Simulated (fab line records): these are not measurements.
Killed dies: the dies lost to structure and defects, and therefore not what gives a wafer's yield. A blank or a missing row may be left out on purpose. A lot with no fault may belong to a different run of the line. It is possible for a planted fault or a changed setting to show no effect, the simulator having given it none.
Matching of chambers    flow sky130    3 sister chambers for SKY_CAP2M_CVD_00 on pecvd-01
The step deposits SiO2, target thk 15.5 nm. 14 wafers are shown with their chamber, then 7 later ones without.

## WAFERS, EACH WITH ITS CHAMBER
wafer   chamber  susceptor-temp-C (C)  rf-fwd-power-W (W)  heater-power-w (W)
L538.1  0        400.27                441.5               633
L538.3  2        400.06                442.7               623
L538.4  0        400.04                442.9               635
L540.3  0        400.11                440.9               610
L540.4  0        400.20                441.7               611
L540.6  2        399.90                441.6               682
L543.1  1        400.27                442.8               641
L543.4  2        399.53                442.1               659
L543.5  0        400.14                440.7               565
L549.4  1        400.21                442.4               638
L549.5  0        399.98                442.2               643
L549.6  2        399.78                442.5               658
L555.3  1        400.11                443.1               629
L555.4  2        400.16                441.0               603

SIGNATURES (averages over the wafers above)
reading           chamber 0  chamber 1  chamber 2  scatter within a chamber
susceptor-temp-C  400.1233   400.1967   399.8860   0.168
rf-fwd-power-W    441.650    442.767    441.980    0.708
heater-power-w    616.17     636.00     645.00     27.1
Rule: for a wafer and a chamber, the distance is found by dividing, reading by reading, the gap between the wafer's reading and the chamber's mean by the reading's scatter, squaring, summing and taking the root. The wafer belongs to the nearest chamber; if the next one is less than 2 further off, it can't be placed. The scatter: take each reading less its chamber's mean, square it, sum over the shown wafers, divide by the number of wafers less the number of chambers, and take the root.

## WAFERS WITH NO CHAMBER GIVEN
wafer   susceptor-temp-C (C)  rf-fwd-power-W (W)  heater-power-w (W)
L555.5  399.79                442.7               646
L559.1  400.42                440.8               673
L559.2  399.98                441.0               661
L559.4  400.16                440.0               662
L561.1  400.28                442.3               606
L561.4  400.15                441.8               671
L561.6  400.18                442.1               607

## EACH ONE'S CHAMBER
wafer   from the rows above           in truth
L555.5  can't be placed: 2 or 1 or 0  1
L559.1  can't be placed: 0 or 1 or 2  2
L559.2  can't be placed: 2 or 0 or 1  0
L559.4  can't be placed: 0 or 2 or 1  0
L561.1  can't be placed: 0 or 1 or 2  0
L561.4  can't be placed: 2 or 1 or 0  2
L561.6  can't be placed: 0 or 1 or 2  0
0 of 7 placed correctly. Cannot be placed on the basis of these rows: 7; the candidates contain the true chamber in 7. Wrongly placed: 0.
